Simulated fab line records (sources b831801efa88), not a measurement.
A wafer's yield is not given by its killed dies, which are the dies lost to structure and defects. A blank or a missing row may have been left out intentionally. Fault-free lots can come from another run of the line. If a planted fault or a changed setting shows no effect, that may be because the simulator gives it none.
Check of tool commonality ; flow sky130 ; 12 lots and 39 wafers in the sample

## WHAT PROMPTED THE OPENING
SKY_SONOS_TUNNEL_TW_MEAS_12, reading SONOS_TUNNEL_TW: flagged on 1 of 12 lots. Wafers without a fault read 197.7, standard deviation 2.5.
Rule: a lot gets a flag if all its wafers with a number sit over 4 standard deviations from that mean, or if no wafer of it has a number. As for the other lots, they are considered sound.

lot;measured;on;SONOS_TUNNEL_TW, wafer by wafer;flag
L557;day 11 18:14;film-metro-04;201.5 200.4 200.5;
L558;day 12 04:01;film-metro-04;199.7 199.7 200.4;
L559;day 12 12:43;film-metro-02;193.3 193.4 193.6;
L561;day 13 02:28;film-metro-03;196.8 197.1 197.3;
L563;day 13 13:38;film-metro-04;198.9 199.7 199.9;
L567;day 15 07:44;film-metro-03;198.7 197.6 199.1;
L568;day 15 15:29;film-metro-02;194.0 194.0 195.3;
L569;day 15 22:57;film-metro-03;30.2 30.2 30.2 30.2 30.4 30.2;FLAGGED
L570;day 16 02:22;film-metro-04;200.2 199.0 200.6;
L571;day 16 13:19;film-metro-03;198.8 197.8 197.7;
L574;day 17 12:20;film-metro-02;195.2 194.7 196.0;
L579;day 18 23:02;film-metro-03;198.5 197.8 197.7;
On average the flagged lots' numbers are 30.2, which is -167.5 against the usual, or -67 standard deviations.

## WHICH TOOL RAN EACH LOT
The record holds 1 process step before the reading, out of a route of 708 steps. Read each cell as the tool, then ch plus the chambers that the sampled wafers visited, then the start.
lot;flag;SKY_SONOS_TUNNEL_EXPOSE_04
L557;;iline-stepper-02 ch 0, day 11 06:41
L558;;iline-stepper-02 ch 0, day 11 16:01
L559;;iline-stepper-01 ch 0, day 12 00:05
L561;;iline-stepper-01 ch 0, day 12 14:10
L563;;iline-stepper-01 ch 0, day 13 00:21
L567;;iline-stepper-02 ch 0, day 14 18:04
L568;;iline-stepper-02 ch 0, day 15 01:36
L569;FLAGGED;iline-stepper-02 ch 0, day 15 08:19
L570;;iline-stepper-02 ch 0, day 15 12:27
L571;;iline-stepper-02 ch 0, day 15 23:55
L574;;iline-stepper-02 ch 0, day 16 21:52
L579;;iline-stepper-02 ch 0, day 18 07:47
What is done by these steps:
- SKY_SONOS_TUNNEL_EXPOSE_04: exposes mask TUNM, target cd 410 nm.
- SKY_SONOS_TUNNEL_TW_MEAS_12

## FLAGGED AGAINST TOTAL, ONE TOOL AT A TIME (gauges that did the reading follow at the end)
step;tool;lots run;flagged;share of the flagged lots;sound lots run after its first flagged lot
SKY_SONOS_TUNNEL_EXPOSE_04;iline-stepper-01;3;0;none;-
SKY_SONOS_TUNNEL_EXPOSE_04;iline-stepper-02;9;1;all;4 (L570,L571,L574,L579)
SKY_SONOS_TUNNEL_TW_MEAS_12;film-metro-02;3;0;none;-
SKY_SONOS_TUNNEL_TW_MEAS_12;film-metro-03;5;1;all;2 (L571,L579)
SKY_SONOS_TUNNEL_TW_MEAS_12;film-metro-04;4;0;none;-

## WHAT THE TABLE PERMITS
In 2 table rows, all flagged lots were run: iline-stepper-02 (SKY_SONOS_TUNNEL_EXPOSE_04), film-metro-03 (SKY_SONOS_TUNNEL_TW_MEAS_12).
- iline-stepper-02 at SKY_SONOS_TUNNEL_EXPOSE_04: 1 of its 9 lots flagged. After the first flagged lot (L570, L571, L574, L579), sound lots still ran on it; a lasting fault on the whole tool would not permit that.
- film-metro-03 at SKY_SONOS_TUNNEL_TW_MEAS_12: 1 of its 5 lots flagged. After the first flagged lot (L571, L579), sound lots still ran on it; a lasting fault on the whole tool would not permit that.
None of the table's rows ran every flagged lot and, after the first, no sound lot.

## WHAT HAD BEEN PUT IN BY THE SIMULATOR
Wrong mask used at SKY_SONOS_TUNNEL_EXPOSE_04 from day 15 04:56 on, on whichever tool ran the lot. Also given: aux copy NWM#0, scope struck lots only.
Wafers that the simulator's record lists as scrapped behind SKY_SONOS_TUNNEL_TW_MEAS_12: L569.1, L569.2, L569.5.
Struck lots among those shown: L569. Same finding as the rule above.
